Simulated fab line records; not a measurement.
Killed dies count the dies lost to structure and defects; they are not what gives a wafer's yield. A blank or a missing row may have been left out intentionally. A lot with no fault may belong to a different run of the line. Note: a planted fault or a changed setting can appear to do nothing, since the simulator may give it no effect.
fab line records	flow sky130
[record] lots = 5	wafers = 23
route steps=708 shown LI_CONTACT@371 LOCAL_INTERCONNECT@387 CONTACT@414 METAL1@444
start-h: start of the lot's first displayed wafer, in hours after the record's first day	wait-h: how many hours have passed since the lot's step before this one	" same as the row above	L1.1+2: one row covering several wafers at once	- either no value or no given start	* or withheld: withheld	< > ~ a bound
route shown NAME@n: a module of which the file shows steps, and the number in the route of the first	usual: mean/standard deviation of fault-free wafers	same: alike in all rows	chamber/n: place in a boat	sites: each site's reading	_std_site: their standard deviation	_edge_site: outer sites' mean less inner sites'	radius-mm: how far each site lies from the wafer's centre	mask NAME#n: copy n	behind: the tool/chamber that last shaped the wafer	hold: cause of the lot's hold/its duration in hours/its outcome	device: names the non-switching transistor (n, p or np)	end of line: tests run on the same wafers once the route is complete	a step without rows: its recipe alone	killed: at the first sort, the dies lost to defects and structure; wafer yield is something else	map: the dies of a wafer, with x for killed, . for not killed, _ for no die there
set.NAME: the setting that was run; set.NAME@STEP: the one run at that earlier step	model.NAME: the simulator's own value behind a step, which no gauge read
lots with deliberately changed settings; one table per step, one row per wafer
[[steps]]
[step SKY_LI_CONTACT_EXPOSE_09]
[recipe] mask-id = LICM1	na = 0.8	source-shape = annular	sigma-inner = 0.55	sigma-outer = 0.85	target-cd-nm = 170	dose-mj = 38
lot.wafer	tool	chamber	start-h	wait-h	mask	set.dose-mj
L074.1+2	krf-scanner-02	0	-	-	LICM1#0	38
L074.3+5+6	"	0	"	"	LICM1#0	37.09
L076.1+2+5	krf-scanner-01	0	-	-	LICM1#0	38
L080.2+4+6	krf-scanner-02	0	-	-	LICM1#0	36.62
L080.3+5	"	0	"	"	LICM1#0	38
L079.1+2+4	krf-scanner-01	0	-	-	LICM1#0	36.87
L079.3+5	"	0	"	"	LICM1#0	38
L083.1+5	krf-scanner-01	0	-	-	LICM1#0	35.16
L083.2+3+6	"	0	"	"	LICM1#0	38
[step SKY_LI_CONTACT_PEB_10]
[recipe] peb-temp-c = withheld	peb-time-s = withheld	resist = KrF-thick
[step SKY_LI_CONTACT_DEVELOP_11]
[recipe] develop-time-s = 60	resist = KrF-thick	dev-temp-c = 21
[step SKY_LI_CONTACT_CD_MEAS_12]
[recipe] target-cd-nm = 170
[usual] cd-nm = 169.2/1.5
lot.wafer	tool	chamber	start-h	wait-h	set.dose-mj@LI_CONTACT_EXPOSE_09	cd-nm
L074.1	cd-sem-02	-	659.58	-	38	169.2
L074.2	"	-	"	"	38	169.7
L074.3	"	-	"	"	37.09	164.8
L074.5	"	-	"	"	37.09	165.6
L074.6	"	-	"	"	37.09	165.1
L076.1	cd-sem-02	-	686.08	-	38	167.7
L076.2	"	-	"	"	38	168.5
L076.5	"	-	"	"	38	168.1
L080.2	cd-sem-02	-	721.76	-	36.62	163.0
L080.3	"	-	"	"	38	169.3
L080.4	"	-	"	"	36.62	160.3
L080.5	"	-	"	"	38	169.3
L080.6	"	-	"	"	36.62	161.0
L079.1	cd-sem-02	-	722.12	-	36.87	167.2
L079.2	"	-	"	"	36.87	163.9
L079.3	"	-	"	"	38	170.2
L079.4	"	-	"	"	36.87	164.9
L079.5	"	-	"	"	38	167.5
L083.1	cd-sem-01	-	751.53	-	35.16	151.9
L083.2	"	-	"	"	38	166.2
L083.3	"	-	"	"	38	166.6
L083.5	"	-	"	"	35.16	149.9
L083.6	"	-	"	"	38	165.9
[step SKY_LI_CONTACT_ETCH_14]
[recipe] chemistry = N2/H2	target = BARC	ion-energy-ev = 200	source-w = 500	bias-w = 100	pressure-mtorr = 30	n2-flow-sccm = 100	h2-flow-sccm = 200	stop-on = SiO2	time-s = 45.9	target-depth-a = 600
lot.wafer	tool	chamber	start-h	wait-h	set.dose-mj@LI_CONTACT_EXPOSE_09	model.LI_CONTACT.cd-nm
L074.1	rie-diel-01	2	659.74	0.0	38	168.9
L074.2	"	0	"	"	38	169.4
L074.3	"	3	"	"	37.09	163.5
L074.5	"	3	"	"	37.09	164.2
L074.6	"	2	"	"	37.09	164.7
L076.1+5	rie-diel-01	2,1	686.24	0.0	38	168.7
L076.2	"	1	"	"	38	168.9
L080.2	rie-diel-03	0	721.90	0.0	36.62	162.5
L080.3	"	3	"	"	38	169
L080.4	"	2	"	"	36.62	160.8
L080.5	"	2	"	"	38	169.2
L080.6	"	1	"	"	36.62	160.1
L079.1	rie-diel-02	1	722.27	0.0	36.87	166.9
L079.2	"	2	"	"	36.87	164.9
L079.3	"	0	"	"	38	170.5
L079.4	"	3	"	"	36.87	165.6
L079.5	"	0	"	"	38	168.2
L083.1	rie-diel-01	0	751.69	0.0	35.16	152.4
L083.2	"	3	"	"	38	165.3
L083.3	"	2	"	"	38	166.4
L083.5	"	3	"	"	35.16	149.1
L083.6	"	0	"	"	38	166.3
[step SKY_LOCAL_INTERCONNECT_SPUTTER_00]
[recipe] material = TiN	target-thk-nm = 100	temp-c = 300	power-w = 6500	time-s = 83.3	chamber-pressure-pa = 0.4
lot.wafer	tool	chamber	start-h	wait-h	set.time-s	model.TiN_of_LOCAL_INTERCONNECT_SPUTTER_00.thk-nm
L074.1	pvd-sputter-01	-	661.11	0.2	92.78	110.7
L074.2	"	-	"	"	83.3	98.75
L074.3	"	-	"	"	92.78	109.5
L074.5	"	-	"	"	83.3	98.78
L074.6	"	-	"	"	92.78	110.2
L076.1	pvd-sputter-03	-	687.40	0.1	83.3	98.59
L076.2	"	-	"	"	83.3	98.57
L076.5	"	-	"	"	83.3	99.24
L080.2	pvd-sputter-03	-	723.10	0.2	89.22	107.2
L080.3	"	-	"	"	89.22	107.6
L080.4	"	-	"	"	83.3	99.83
L080.5	"	-	"	"	89.22	107.7
L080.6	"	-	"	"	83.3	98.97
L079.1	pvd-sputter-01	-	723.47	0.2	83.3	99.34
L079.2	"	-	"	"	83.3	96.96
L079.3	"	-	"	"	83.3	98.5
L079.4	"	-	"	"	83.3	97.82
L079.5	"	-	"	"	83.3	98.39
L083.1	pvd-sputter-03	-	753.13	0.1	71.94	87.34
L083.2	"	-	"	"	83.3	100.4
L083.3	"	-	"	"	71.94	87.44
L083.5	"	-	"	"	83.3	100.1
L083.6	"	-	"	"	71.94	86.15
[step SKY_LOCAL_INTERCONNECT_RS_MEAS_01]
[recipe] thk-meas-gauge = four-point-probe	reads = TiN_of_LOCAL_INTERCONNECT_SPUTTER_00
[usual] LOCAL_INTERCONNECT_TIN_RS = 14.21/0.15
lot.wafer	tool	chamber	start-h	wait-h	set.time-s@LOCAL_INTERCONNECT_SPUTTER_00	LOCAL_INTERCONNECT_TIN_RS[ohm/sq]
L074.1	film-metro-02	-	661.17	0.0	92.78	12.74
L074.2	"	-	"	"	83.3	14.32
L074.3	"	-	"	"	92.78	12.88
L074.5	"	-	"	"	83.3	14.32
L074.6	"	-	"	"	92.78	12.75
L076.1	film-metro-04	-	687.47	0.0	83.3	14.37
L076.2	"	-	"	"	83.3	14.35
L076.5	"	-	"	"	83.3	14.23
L080.2	film-metro-04	-	723.18	0.1	89.22	13.17
L080.3	"	-	"	"	89.22	13.10
L080.4	"	-	"	"	83.3	14.17
L080.5	"	-	"	"	89.22	13.10
L080.6	"	-	"	"	83.3	14.29
L079.1	film-metro-02	-	723.53	0.0	83.3	14.25
L079.2	"	-	"	"	83.3	14.60
L079.3	"	-	"	"	83.3	14.38
L079.4	"	-	"	"	83.3	14.44
L079.5	"	-	"	"	83.3	14.39
L083.1	film-metro-02	-	753.19	0.0	71.94	16.29
L083.2	"	-	"	"	83.3	14.06
L083.3	"	-	"	"	71.94	16.28
L083.5	"	-	"	"	83.3	14.11
L083.6	"	-	"	"	71.94	16.49
[step SKY_LOCAL_INTERCONNECT_THK_MEAS_02]
[recipe] thk-meas-gauge = xrf	reads = TiN_of_LOCAL_INTERCONNECT_SPUTTER_00
[usual] LOCAL_INTERCONNECT_TIN_THK = 99.1/0.95
lot.wafer	tool	chamber	start-h	wait-h	set.time-s@LOCAL_INTERCONNECT_SPUTTER_00	LOCAL_INTERCONNECT_TIN_THK[nm]
L074.1	film-metro-02	-	661.29	0.1	92.78	109.6
L074.2	"	-	"	"	83.3	98.3
L074.3	"	-	"	"	92.78	109.2
L074.5	"	-	"	"	83.3	98.2
L074.6	"	-	"	"	92.78	109.7
L076.1	film-metro-04	-	687.59	0.1	83.3	98.2
L076.2	"	-	"	"	83.3	98.4
L076.5	"	-	"	"	83.3	98.8
L080.2	film-metro-04	-	723.29	0.1	89.22	106.7
L080.3	"	-	"	"	89.22	107.3
L080.4	"	-	"	"	83.3	99.1
L080.5	"	-	"	"	89.22	107.4
L080.6	"	-	"	"	83.3	98.5
L079.1	film-metro-02	-	723.65	0.1	83.3	99.6
L079.2	"	-	"	"	83.3	97.0
L079.3	"	-	"	"	83.3	98.3
L079.4	"	-	"	"	83.3	97.4
L079.5	"	-	"	"	83.3	98.2
L083.1	film-metro-02	-	753.31	0.1	71.94	87.3
L083.2	"	-	"	"	83.3	100.4
L083.3	"	-	"	"	71.94	87.1
L083.5	"	-	"	"	83.3	99.6
L083.6	"	-	"	"	71.94	85.9
[step SKY_LOCAL_INTERCONNECT_COAT_06]
[recipe] resist = KrF-thick	spin-rpm = 3000	resist-thk-nm = 450
lot.wafer	tool	chamber	start-h	wait-h	set.spin-rpm	model.KrF-thick_of_LOCAL_INTERCONNECT_COAT_06.thk-nm
L074.1+3+6	litho-track-03	0	-	-	3000	-
L074.2	"	0	"	"	3000	448.5
L074.5	"	0	"	"	3000	447.7
L076.1	litho-track-02	0	-	-	3000	451.4
L076.2	"	0	"	"	3000	450
L076.5	"	0	"	"	3000	450.4
L080.2+5	litho-track-03	0	-	-	3000	-
L080.3	"	0	"	"	2803	-
L080.4+6	"	0	"	"	2803	467
L079.1	litho-track-02	0	-	-	3000	448.6
L079.2	"	0	"	"	2858	461.1
L079.3	"	0	"	"	2858	460.6
L079.4	"	0	"	"	3000	447.7
L079.5	"	0	"	"	3000	449.3
L083.1+3	litho-track-02	0	-	-	3104	-
L083.2	"	0	"	"	3104	445.2
L083.5	"	0	"	"	3000	450.8
L083.6	"	0	"	"	3000	-
[step SKY_LOCAL_INTERCONNECT_SOFTBAKE_07]
[recipe] temp-c = 100	time-s = 87.56	resist = KrF-thick
[step SKY_LOCAL_INTERCONNECT_EXPOSE_08]
[recipe] mask-id = LI1M	na = 0.8	source-shape = annular	sigma-inner = 0.55	sigma-outer = 0.85	target-cd-nm = 170	dose-mj = 28
[step SKY_LOCAL_INTERCONNECT_ETCH_13]
[recipe] chemistry = N2/H2	target = BARC	ion-energy-ev = 200	bias-w = 100	pressure-mtorr = 30	n2-flow-sccm = 100	h2-flow-sccm = 200	icp-w = 500	stop-on = SiO2	time-s = 45.9	target-depth-a = 600
[step SKY_LOCAL_INTERCONNECT_METAL_ETCH_14]
[recipe] target-depth-nm = 110	stop-on = PSG	chemistry = Cl2/BCl3	target = TiN	resist-sidewall-deg = 88	pressure-mtorr = 10	icp-w = 900	bias-w = 48.5	Cl2_flow_sccm = 60	bcl3-flow-sccm = 30	time-s = 31.4
[usual] oes-product-au = 0.938/0.007
lot.wafer	tool	chamber	start-h	wait-h	set.time-s@LOCAL_INTERCONNECT_SPUTTER_00	oes-product-au
L074.1	rie-metal-02	1	690.74	0.0	92.78	0.993
L074.2	"	0	"	"	83.3	0.936
L074.3	"	1	"	"	92.78	0.998
L074.5	"	1	"	"	83.3	0.938
L074.6	"	0	"	"	92.78	1.003
L076.1	rie-metal-02	1	716.88	0.0	83.3	0.932
L076.2	"	0	"	"	83.3	0.929
L076.5	"	1	"	"	83.3	0.941
L080.2	rie-metal-02	0	750.96	0.0	89.22	0.978
L080.3	"	0	"	"	89.22	0.983
L080.4	"	1	"	"	83.3	0.939
L080.5	"	1	"	"	89.22	0.988
L080.6	"	0	"	"	83.3	0.936
L079.1	rie-metal-03	1	751.31	0.0	83.3	0.937
L079.2	"	0	"	"	83.3	0.923
L079.3	"	1	"	"	83.3	0.933
L079.4	"	0	"	"	83.3	0.932
L079.5	"	1	"	"	83.3	0.935
L083.1	rie-metal-03	1	780.94	0.0	71.94	0.866
L083.2	"	0	"	"	83.3	0.950
L083.3	"	0	"	"	71.94	0.871
L083.5	"	0	"	"	83.3	0.950
L083.6	"	1	"	"	71.94	0.866
[step SKY_LOCAL_INTERCONNECT_STRIP_15]
[recipe] chemistry = O2/N2	power-w = 1400	pressure-mtorr = 1500	platen-temp-c = withheld	o2-flow-sccm = 3000	n2-flow-sccm = 300	overash-fraction = 0.5
[usual] strip-time-to-endpoint-s = 4.714/0.019
lot.wafer	tool	chamber	start-h	wait-h	set.spin-rpm@LOCAL_INTERCONNECT_COAT_06	strip-time-to-endpoint-s
L074.1	plasma-asher-02	0	690.79	0.0	3000	4.698
L074.2	"	1	"	"	3000	4.689
L074.3	"	0	"	"	3000	4.698
L074.5	"	1	"	"	3000	4.702
L074.6	"	0	"	"	3000	4.684
L076.1	plasma-asher-04	0	716.94	0.0	3000	4.722
L076.2	"	1	"	"	3000	4.708
L076.5	"	0	"	"	3000	4.718
L080.2	plasma-asher-03	0	751.02	0.0	3000	4.740
L080.3	"	1	"	"	2803	4.887
L080.4	"	0	"	"	2803	4.896
L080.5	"	0	"	"	3000	4.706
L080.6	"	1	"	"	2803	4.889
L079.1	plasma-asher-02	0	751.37	0.0	3000	4.710
L079.2	"	1	"	"	2858	4.834
L079.3	"	1	"	"	2858	4.815
L079.4	"	0	"	"	3000	4.700
L079.5	"	1	"	"	3000	4.717
L083.1	plasma-asher-03	0	780.99	0.0	3104	4.676
L083.2	"	1	"	"	3104	4.667
L083.3	"	0	"	"	3104	4.650
L083.5	"	1	"	"	3000	4.714
L083.6	"	0	"	"	3000	4.741
[step SKY_CONTACT_COAT_08]
[recipe] resist = BARC	temp-c = withheld	time-s = withheld	spin-rpm = 3000	resist-thk-nm = 60
lot.wafer	tool	chamber	start-h	wait-h	set.resist-thk-nm
L074.1+5	litho-track-03	0	706.34	0.1	63.26
L074.2+3+6	"	0	"	"	60
L076.1+2+5	litho-track-01	0	731.42	0.1	60
L080.2+5+6	litho-track-04	0	765.31	0.1	60
L080.3+4	"	0	"	"	58.95
L079.1+2	litho-track-04	0	766.08	0.1	60
L079.3+4+5	"	0	"	"	63.31
L083.1+3+5	litho-track-04	0	795.38	0.1	60
L083.2+6	"	0	"	"	57.41
[step SKY_CONTACT_ETCH_16]
[recipe] chemistry = N2/H2	target = BARC	ion-energy-ev = 200	source-w = 500	bias-w = 100	pressure-mtorr = 30	n2-flow-sccm = 100	h2-flow-sccm = 200	stop-on = SiO2	time-s = 45.9	target-depth-a = 600
[usual] oes-product-au = 0.853/0.0046
lot.wafer	tool	chamber	start-h	wait-h	set.source-w	set.resist-thk-nm@CONTACT_COAT_08	oes-product-au	model.KrF-thick_of_CONTACT_COAT_09.thk-nm
L074.1	rie-diel-01	1	720.77	0.0	543	63.26	0.873	388.3
L074.2	"	2	"	"	543	60	0.856	388.6
L074.3	"	0	"	"	500	60	0.845	392.7
L074.5	"	2	"	"	500	63.26	0.881	392.7
L074.6	"	3	"	"	543	60	0.856	389.2
L076.1	rie-diel-02	1	745.74	0.0	500	60	0.859	390.5
L076.2	"	3	"	"	500	60	0.854	390.5
L076.5	"	1	"	"	500	60	0.863	390.6
L080.2	rie-diel-01	3	779.14	0.0	500	60	0.859	393.3
L080.3	"	0	"	"	500	58.95	0.845	394.1
L080.4	"	1	"	"	500	58.95	0.842	393.3
L080.5	"	0	"	"	500	60	0.846	392.4
L080.6	"	3	"	"	500	60	0.859	393.8
L079.1	rie-diel-02	2	780.29	0.0	527.6	60	0.858	389.8
L079.2	"	0	"	"	527.6	60	0.851	390.4
L079.3	"	3	"	"	527.6	63.31	0.884	391.1
L079.4	"	3	"	"	500	63.31	0.879	393.4
L079.5	"	2	"	"	500	63.31	0.872	392.8
L083.1	rie-diel-04	0	809.00	0.0	446.9	60	0.857	396.6
L083.2	"	1	"	"	446.9	57.41	0.830	396.9
L083.3	"	2	"	"	500	60	0.852	391.9
L083.5	"	0	"	"	446.9	60	0.863	396.4
L083.6	"	2	"	"	500	57.41	0.834	392.1
[step SKY_CONTACT_ETCH_17]
[recipe] target = SiO2	chemistry = C4F8/O2/Ar	stop-on = Si3N4	mask-material = KrF-thick	source-w = 1500	bias-w = 1200	pressure-mtorr = 40	c4f8-flow-sccm = withheld	O2_flow_sccm = 6	Ar_flow_sccm = 300	time-s = withheld	target-depth-a = 3400
lot.wafer	tool	chamber	start-h	wait-h	set.source-w@CONTACT_ETCH_16	model.KrF-thick_of_CONTACT_COAT_09.thk-nm
L074.1	rie-diel-01	1	720.82	0.0	543	321.9
L074.2	"	2	"	"	543	322.3
L074.3	"	0	"	"	500	327.3
L074.5	"	2	"	"	500	327.2
L074.6	"	3	"	"	543	323.6
L076.1+5	rie-diel-02	1	745.78	0.0	500	325.2
L076.2	"	3	"	"	500	325.9
L080.2	rie-diel-01	3	779.18	0.0	500	328.9
L080.3	"	0	"	"	500	330.5
L080.4	"	1	"	"	500	328.6
L080.5	"	0	"	"	500	328.7
L080.6	"	3	"	"	500	329.8
L079.1	rie-diel-02	2	780.33	0.0	527.6	323.3
L079.2	"	0	"	"	527.6	326.2
L079.3	"	3	"	"	527.6	327.2
L079.4	"	3	"	"	500	328.9
L079.5	"	2	"	"	500	325.9
L083.1	rie-diel-04	0	809.04	0.0	446.9	331.6
L083.2	"	1	"	"	446.9	332.8
L083.3	"	2	"	"	500	327
L083.5	"	0	"	"	446.9	331.9
L083.6	"	2	"	"	500	327.1
[step SKY_METAL1_COAT_10]
[recipe] resist = KrF-thick	spin-rpm = 3000	resist-thk-nm = 450
lot.wafer	tool	chamber	start-h	wait-h	set.resist-thk-nm	model.KrF-thick_of_METAL1_COAT_10.thk-nm
L074.1	litho-track-04	0	-	-	450	451.5
L074.2	"	0	"	"	476.1	477.3
L074.3	"	0	"	"	450	449.6
L074.5	"	0	"	"	476.1	476.8
L074.6	"	0	"	"	476.1	476.3
L076.1	litho-track-04	0	-	-	450	448.5
L076.2	"	0	"	"	450	448.1
L076.5	"	0	"	"	450	448.9
L080.2	litho-track-02	0	-	-	450	450
L080.3	"	0	"	"	464.8	466.1
L080.4	"	0	"	"	464.8	465.9
L080.5	"	0	"	"	464.8	466.4
L080.6	"	0	"	"	450	450.3
L079.1	litho-track-01	0	-	-	450	450.9
L079.2	"	0	"	"	439.2	441
L079.3	"	0	"	"	439.2	440.2
L079.4	"	0	"	"	439.2	439.6
L079.5	"	0	"	"	450	450
L083.1	litho-track-04	0	-	-	463	463.2
L083.2	"	0	"	"	450	450.7
L083.3	"	0	"	"	450	449.8
L083.5	"	0	"	"	450	452.6
L083.6	"	0	"	"	463	463.9
[step SKY_METAL1_ETCH_18]
[recipe] chemistry = N2/H2	target = BARC	ion-energy-ev = 200	bias-w = 100	pressure-mtorr = 30	n2-flow-sccm = 100	h2-flow-sccm = 200	icp-w = 500	stop-on = SiO2	time-s = 45.9	target-depth-a = 600
[usual] oes-product-au = 0.855/0.0042
lot.wafer	tool	chamber	start-h	wait-h	set.time-s	set.resist-thk-nm@METAL1_COAT_10	oes-product-au	model.KrF-thick_of_METAL1_COAT_10.thk-nm
L074.1	rie-metal-02	1	749.61	0.0	45.9	450	0.850	393.6
L074.2	"	0	"	"	45.9	476.1	0.855	419.2
L074.3	"	1	"	"	40.32	450	0.919	396.8
L074.5	"	0	"	"	45.9	476.1	0.847	418.8
L074.6	"	1	"	"	40.32	476.1	0.919	423.8
L076.1	rie-metal-02	0	775.00	0.0	45.9	450	0.850	391
L076.2	"	1	"	"	45.9	450	0.858	390.2
L076.5	"	1	"	"	45.9	450	0.855	390.9
L080.2	rie-metal-01	1	807.42	0.0	45.9	450	0.862	392.8
L080.3	"	0	"	"	48.85	464.8	0.840	406.7
L080.4	"	1	"	"	45.9	464.8	0.852	408.4
L080.5	"	1	"	"	48.85	464.8	0.840	406
L080.6	"	0	"	"	48.85	450	0.845	390.8
L079.1	rie-metal-03	0	808.69	0.1	45.9	450	0.854	393.3
L079.2	"	0	"	"	45.9	439.2	0.856	383.4
L079.3	"	0	"	"	51.97	439.2	0.831	377.4
L079.4	"	0	"	"	45.9	439.2	0.853	382
L079.5	"	0	"	"	51.97	450	0.836	386.7
L083.1	rie-metal-01	1	837.51	0.0	45.9	463	0.849	405.5
L083.2	"	0	"	"	39.79	450	0.923	399.4
L083.3	"	1	"	"	39.79	450	0.927	397.5
L083.5	"	1	"	"	45.9	450	0.855	395.1
L083.6	"	0	"	"	39.79	463	0.931	412.2
[step SKY_METAL1_METAL_ETCH_19]
[recipe] target-depth-a = 3600	stop-on = SiO2	over-etch-frac = 0.3	time-s = 78	chemistry = Cl2/BCl3	resist-sidewall-deg = 88	pressure-mtorr = 10	icp-w = 900	bias-w = 48.5	Cl2_flow_sccm = 60	bcl3-flow-sccm = 30
lot.wafer	tool	chamber	start-h	wait-h	set.resist-thk-nm@METAL1_COAT_10	model.KrF-thick_of_METAL1_COAT_10.thk-nm
L074.1	rie-metal-02	1	749.67	0.0	450	157.5
L074.2	"	0	"	"	476.1	184.4
L074.3	"	1	"	"	450	160.7
L074.5	"	0	"	"	476.1	183.9
L074.6	"	1	"	"	476.1	188.5
L076.1	rie-metal-02	0	775.07	0.0	450	151.1
L076.2	"	1	"	"	450	151.6
L076.5	"	1	"	"	450	153.3
L080.2	rie-metal-01	1	807.48	0.0	450	160.4
L080.3	"	0	"	"	464.8	176.2
L080.4	"	1	"	"	464.8	174.1
L080.5	"	1	"	"	464.8	170.5
L080.6	"	0	"	"	450	162.2
L079.1	rie-metal-03	0	808.81	0.1	450	156.3
L079.2	"	0	"	"	439.2	146.4
L079.3	"	0	"	"	439.2	140.7
L079.4	"	0	"	"	439.2	144.2
L079.5	"	0	"	"	450	150.5
L083.1	rie-metal-01	1	837.57	0.0	463	168.3
L083.2	"	0	"	"	450	167.6
L083.3	"	1	"	"	450	160.6
L083.5	"	1	"	"	450	157.6
L083.6	"	0	"	"	463	177.5
[step SKY_METAL1_STRIP_20]
[recipe] chemistry = O2/N2	power-w = 1400	pressure-mtorr = 1500	platen-temp-c = withheld	o2-flow-sccm = 3000	n2-flow-sccm = 300	overash-fraction = 0.5
[usual] strip-time-to-endpoint-s = 2.67/0.04
lot.wafer	tool	chamber	start-h	wait-h	set.resist-thk-nm@METAL1_COAT_10	strip-time-to-endpoint-s
L074.1	plasma-asher-04	0	749.76	0.1	450	2.68
L074.2	"	1	"	"	476.1	2.96
L074.3	"	0	"	"	450	2.72
L074.5	"	1	"	"	476.1	2.97
L074.6	"	0	"	"	476.1	3.03
L076.1	plasma-asher-02	1	775.16	0.1	450	2.63
L076.2	"	0	"	"	450	2.62
L076.5	"	0	"	"	450	2.64
L080.2	plasma-asher-02	0	807.57	0.1	450	2.72
L080.3	"	1	"	"	464.8	2.89
L080.4	"	0	"	"	464.8	2.87
L080.5	"	0	"	"	464.8	2.83
L080.6	"	1	"	"	450	2.75
L079.1	plasma-asher-02	1	808.99	0.1	450	2.66
L079.2	"	0	"	"	439.2	2.57
L079.3	"	1	"	"	439.2	2.48
L079.4	"	0	"	"	439.2	2.52
L079.5	"	1	"	"	450	2.59
L083.1	plasma-asher-04	0	837.66	0.1	463	2.80
L083.2	"	1	"	"	450	2.79
L083.3	"	0	"	"	450	2.71
L083.5	"	0	"	"	450	2.67
L083.6	"	1	"	"	463	2.89
[[key]]
[split] step = SKY_LI_CONTACT_EXPOSE_09	setting = dose-mj	stated = 38	by = wafer
[response] step = SKY_LI_CONTACT_CD_MEAS_12	reading = cd-nm	change = +1.96	per = 1%	r = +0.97
[response] step = SKY_LI_CONTACT_ETCH_14	reading = model.LI_CONTACT.cd-nm	change = +1.98	per = 1%	r = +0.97
[split] step = SKY_LOCAL_INTERCONNECT_SPUTTER_00	setting = time-s	stated = 83.3	by = wafer
[response] step = SKY_LOCAL_INTERCONNECT_SPUTTER_00	reading = model.TiN_of_LOCAL_INTERCONNECT_SPUTTER_00.thk-nm	change = +1	per = 1%	r = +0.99
[response] step = SKY_LOCAL_INTERCONNECT_RS_MEAS_01	reading = LOCAL_INTERCONNECT_TIN_RS	change = -0.154	per = 1%	r = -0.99
[response] step = SKY_LOCAL_INTERCONNECT_THK_MEAS_02	reading = LOCAL_INTERCONNECT_TIN_THK	change = +1	per = 1%	r = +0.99
[response] step = SKY_LOCAL_INTERCONNECT_METAL_ETCH_14	reading = oes-product-au	change = +0.00587	per = 1%	r = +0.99
[split] step = SKY_LOCAL_INTERCONNECT_COAT_06	setting = spin-rpm	stated = 3000	by = wafer
[response] step = SKY_LOCAL_INTERCONNECT_COAT_06	reading = model.KrF-thick_of_LOCAL_INTERCONNECT_COAT_06.thk-nm	change = -2.41	per = 1%	r = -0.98
[response] step = SKY_LOCAL_INTERCONNECT_STRIP_15	reading = strip-time-to-endpoint-s	change = *	per = 1%	r = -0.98
[split] step = SKY_CONTACT_COAT_08	setting = resist-thk-nm	stated = 60	by = wafer
[response] step = SKY_CONTACT_ETCH_16	reading = oes-product-au	change = +0.00484	per = 1%	r = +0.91
[split] step = SKY_CONTACT_ETCH_16	setting = source-w	stated = 500	by = wafer
[response] step = SKY_CONTACT_ETCH_16	reading = model.KrF-thick_of_CONTACT_COAT_09.thk-nm	change = -0.455	per = 1%	r = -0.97
[response] step = SKY_CONTACT_ETCH_17	reading = model.KrF-thick_of_CONTACT_COAT_09.thk-nm	change = -0.479	per = 1%	r = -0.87
[split] step = SKY_METAL1_COAT_10	setting = resist-thk-nm	stated = 450	by = wafer
[response] step = SKY_METAL1_COAT_10	reading = model.KrF-thick_of_METAL1_COAT_10.thk-nm	change = +4.53	per = 1%	r = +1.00
[response] step = SKY_METAL1_ETCH_18	reading = model.KrF-thick_of_METAL1_COAT_10.thk-nm	change = +4.31	per = 1%	r = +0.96
[response] step = SKY_METAL1_METAL_ETCH_19	reading = model.KrF-thick_of_METAL1_COAT_10.thk-nm	change = +4.25	per = 1%	r = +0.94
[response] step = SKY_METAL1_STRIP_20	reading = strip-time-to-endpoint-s	change = *	per = 1%	r = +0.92
[split] step = SKY_METAL1_ETCH_18	setting = time-s	stated = 45.9	by = wafer
[response] step = SKY_METAL1_ETCH_18	reading = oes-product-au	shape = bent	at-lowest = 0.927	at-stated = 0.854	at-highest = 0.833
